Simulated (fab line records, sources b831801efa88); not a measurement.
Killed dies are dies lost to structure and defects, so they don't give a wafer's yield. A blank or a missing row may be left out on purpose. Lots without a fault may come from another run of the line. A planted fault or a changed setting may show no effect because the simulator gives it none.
Which tool did it? | flow sky130 | 13 lots, 39 wafers sampled, at 6 steps of a route of 708

WHAT THE GAUGES READ, wafer by wafer
SKY_FIELD_ISO_THK_MEAS_02.
lot  | measured    | on            | FIELD_ISO_OXIDATION_00_THK (nm)
L343 | day 1 14:10 | film_metro-02 | 11.89 11.82 11.76
L344 | day 1 16:52 | film_metro-02 | 11.97 11.71 12.02
L345 | day 1 22:13 | film_metro-03 | 12.02 11.93 12.10
L348 | day 2 14:17 | film_metro-03 | 11.69 12.03 11.81
L349 | day 2 17:38 | film_metro-02 | 12.22 12.03 12.26
L353 | day 3 13:38 | film_metro-04 | 11.75 11.76 11.69
L359 | day 4 20:28 | film_metro-04 | 12.10 12.01 12.07
L360 | day 5 00:53 | film_metro-03 | 11.86 11.98 11.89
L361 | day 5 05:38 | film_metro-02 | 12.07 12.04 12.05
L362 | day 5 11:24 | film_metro-02 | 12.09 12.02 11.96
L364 | day 5 21:44 | film_metro-03 | 11.97 12.00 11.85
L365 | day 6 01:55 | film_metro-02 | 12.08 11.95 12.16
L366 | day 6 06:38 | film_metro-02 | 12.54 12.36 12.17

SKY_VT_ADJUST_LVTN_OVL_MEAS_07.
lot  | measured     | on         | VT_ADJUST_LVTN_OVL (nm)
L343 | day 6 22:22  | overlay-01 | 1.0 -0.3 -1.3
L344 | day 7 02:06  | overlay-02 | -2.7 -1.8 -3.3
L345 | day 7 12:36  | overlay-02 | -1.8 -0.7 -1.5
L348 | day 8 09:12  | overlay-01 | -1.5 -0.3 1.1
L349 | day 8 13:25  | overlay-01 | - - -
L353 | day 9 11:29  | overlay-02 | -0.7 -1.4 -1.2
L359 | day 11 09:10 | overlay-02 | -0.4 0.6 1.5
L360 | day 11 15:55 | overlay-02 | -0.9 0.3 0.6
L361 | day 11 19:55 | overlay-01 | -1.6 -1.9 -1.4
L362 | day 11 22:37 | overlay-01 | -1.3 -2.3 -1.5
L364 | day 12 14:28 | overlay-01 | -0.3 0.3 -1.0
L365 | day 12 19:01 | overlay-01 | 0.9 1.3 1.4
L366 | day 13 06:38 | overlay-01 | -1.8 -1.9 -0.4

SKY_VT_ADJUST_LVTN_TW_MEAS_10.
lot  | measured     | on            | VT_ADJUST_LVTN_TW
L343 | day 6 22:40  | film_metro-01 | 241.4 242.9 240.9
L344 | day 7 02:23  | film_metro-03 | 241.1 241.3 241.4
L345 | day 7 12:53  | film_metro-03 | 241.0 239.7 241.4
L348 | day 8 09:29  | film_metro-03 | 241.6 242.0 242.3
L349 | day 8 13:43  | film_metro-01 | 29.7 29.8 29.8
L353 | day 9 11:46  | film_metro-01 | 240.5 240.8 241.3
L359 | day 11 09:28 | film_metro-04 | 244.8 244.3 245.9
L360 | day 11 16:12 | film_metro-03 | 240.5 239.3 239.2
L361 | day 11 20:13 | film_metro-01 | 241.0 241.0 242.3
L362 | day 11 22:54 | film_metro-01 | 241.8 241.7 240.9
L364 | day 12 14:55 | film_metro-03 | 238.4 239.2 239.3
L365 | day 12 19:18 | film_metro-03 | 239.9 240.5 238.8
L366 | day 13 06:55 | film_metro-03 | 240.9 240.7 242.2

WHICH TOOL RAN EACH LOT (tool, then ch and the chambers of the sampled wafers, then the start)
lot  | SKY_FIELD_ISO_ETCH_17           | SKY_VT_ADJUST_HVTP_STRIP_10          | SKY_VT_ADJUST_LVTN_EXPOSE_04
L343 | rie_si-01 ch 1,2,3, day 2 08:13 | plasma_asher-02 ch 0,1, day 6 03:48  | iline_stepper-01 ch 0, day 6 13:29
L344 | rie_si-01 ch 0,1,2, day 2 10:29 | plasma_asher-04 ch 1, day 6 06:53    | iline_stepper-02 ch 0, day 6 17:15
L345 | rie_si-02 ch 0,1,2, day 2 16:22 | plasma_asher-02 ch 0,1, day 6 17:24  | iline_stepper-02 ch 0, day 7 02:31
L348 | rie_si-02 ch 1,2, day 3 08:17   | plasma_asher-02 ch 0,1, day 7 12:48  | iline_stepper-01 ch 0, day 7 22:30
L349 | rie_si-02 ch 0,1,2, day 3 12:29 | plasma_asher-03 ch 0,1, day 7 17:35  | iline_stepper-02 ch 0, day 8 03:35
L353 | rie_si-01 ch 0,1,3, day 4 08:11 | plasma_asher-04 ch 1, day 8 14:13    | iline_stepper-02 ch 0, day 9 00:40
L359 | rie_si-01 ch 0,2,3, day 5 16:55 | plasma_asher-03 ch 0,1, day 10 10:02 | iline_stepper-01 ch 0, day 10 21:14
L360 | rie_si-02 ch 1,3, day 5 21:52   | plasma_asher-02 ch 0,1, day 10 15:28 | iline_stepper-02 ch 0, day 11 04:05
L361 | rie_si-01 ch 0,1,2, day 6 02:43 | plasma_asher-04 ch 0,1, day 10 20:17 | iline_stepper-02 ch 0, day 11 08:41
L362 | rie_si-01 ch 1,2,3, day 6 07:50 | plasma_asher-03 ch 0,1, day 10 23:29 | iline_stepper-02 ch 0, day 11 11:21
L364 | rie_si-01 ch 1,3, day 6 18:08   | plasma_asher-04 ch 0,1, day 11 13:04 | iline_stepper-01 ch 0, day 12 01:15
L365 | rie_si-02 ch 1,2, day 6 23:16   | plasma_asher-04 ch 0, day 11 18:23   | iline_stepper-01 ch 0, day 12 06:27
L366 | rie_si-01 ch 0,1,2, day 7 03:58 | plasma_asher-03 ch 0,1, day 12 04:57 | iline_stepper-02 ch 0, day 12 18:01
- SKY_FIELD_ISO_ETCH_17: etches Si in HBr/Cl2/O2, target depth 342 nm, time 97.7 s.
- SKY_VT_ADJUST_HVTP_STRIP_10: strips in O2/N2.
- SKY_VT_ADJUST_LVTN_EXPOSE_04: exposes mask NWM COMPLEMENT LESS NATIVE, target cd 840 nm.

WHAT THE TOOLS THEMSELVES READ (means of the sampled wafers that have a number; where no wafer has one, the mark that the record gives instead)
SKY_FIELD_ISO_ETCH_17.
lot  | tool      | drypump_motor_current_A (A) | oes_product_au (a.u.) | throttle_valve_pct (%)
L343 | rie_si-01 | 5.5                         | 0.994                 | 25.659
L344 | rie_si-01 | 5.4                         | 0.991                 | 25.665
L345 | rie_si-02 | 5.9                         | 0.987                 | 25.663
L348 | rie_si-02 | 5.8                         | 0.997                 | 25.648
L349 | rie_si-02 | 5.8                         | 0.993                 | 25.656
L353 | rie_si-01 | 5.7                         | 0.994                 | 25.665
L359 | rie_si-01 | 5.5                         | 0.995                 | 25.652
L360 | rie_si-02 | 5.3                         | 0.994                 | 25.660
L361 | rie_si-01 | 5.4                         | 1.000                 | 25.653
L362 | rie_si-01 | 5.5                         | 0.996                 | 25.655
L364 | rie_si-01 | 5.7                         | 0.995                 | 25.662
L365 | rie_si-02 | 5.6                         | 0.994                 | 25.662
L366 | rie_si-01 | 5.4                         | 1.003                 | 25.645

SKY_VT_ADJUST_HVTP_STRIP_10.
lot  | tool            | drypump_motor_current_A (A) | oes_product_au (a.u.) | strip_time_to_endpoint_s (s)
L343 | plasma_asher-02 | 5.2                         | 0.715                 | 14.34
L344 | plasma_asher-04 | 5.3                         | 0.709                 | 14.27
L345 | plasma_asher-02 | 5.3                         | 0.711                 | 14.32
L348 | plasma_asher-02 | 5.3                         | 0.711                 | 14.34
L349 | plasma_asher-03 | 6.0                         | 0.714                 | 14.32
L353 | plasma_asher-04 | 5.3                         | 0.711                 | 14.28
L359 | plasma_asher-03 | 6.0                         | 0.712                 | 14.31
L360 | plasma_asher-02 | 5.3                         | 0.708                 | 14.27
L361 | plasma_asher-04 | 5.7                         | 0.713                 | 14.28
L362 | plasma_asher-03 | 6.0                         | 0.713                 | 14.29
L364 | plasma_asher-04 | 5.7                         | 0.710                 | 14.30
L365 | plasma_asher-04 | 6.6                         | 0.715                 | 14.28
L366 | plasma_asher-03 | 5.9                         | 0.716                 | 14.31

THE ANSWER, worked out from the rows above alone
Rule: what is usual is taken from the lots themselves. Put in order of their means at a reading, lots are off if they are a third of the lots or fewer, leave a main group of 4 or more, and stand apart from it by a gap of 3 or more times the standard deviation of the main group's means; of several such gaps the widest counts. A main group whose means are all the same, to the digits that the tables above print for the reading, isn't used. A lot without any number at a reading at which 4 lots or more have one is off too. The other lots that the step has rows for count as sound. The gauges are gone through in route order, then the tools' own readings, and for those a lot's mean is taken as printed above. The first step at which some lot is off is used, and at that step the reading that is off furthest; a lot without a number counts as furthest.
Off: L349, at SKY_VT_ADJUST_LVTN_OVL_MEAS_07 (VT_ADJUST_LVTN_OVL). Without a number there: L349. The main group: mean -0.7 nm, standard deviation 1.
A tool fits if, at a process step before that reading, it ran every lot that is off, and no sound lot after the first of them. The gauges at SKY_VT_ADJUST_LVTN_OVL_MEAS_07 aren't tried: what is off there is off at SKY_VT_ADJUST_LVTN_TW_MEAS_10 too, on other tools, and a gauge's error can't cause that. None of those tried fits.

WHAT THE SIMULATOR HAD PUT IN
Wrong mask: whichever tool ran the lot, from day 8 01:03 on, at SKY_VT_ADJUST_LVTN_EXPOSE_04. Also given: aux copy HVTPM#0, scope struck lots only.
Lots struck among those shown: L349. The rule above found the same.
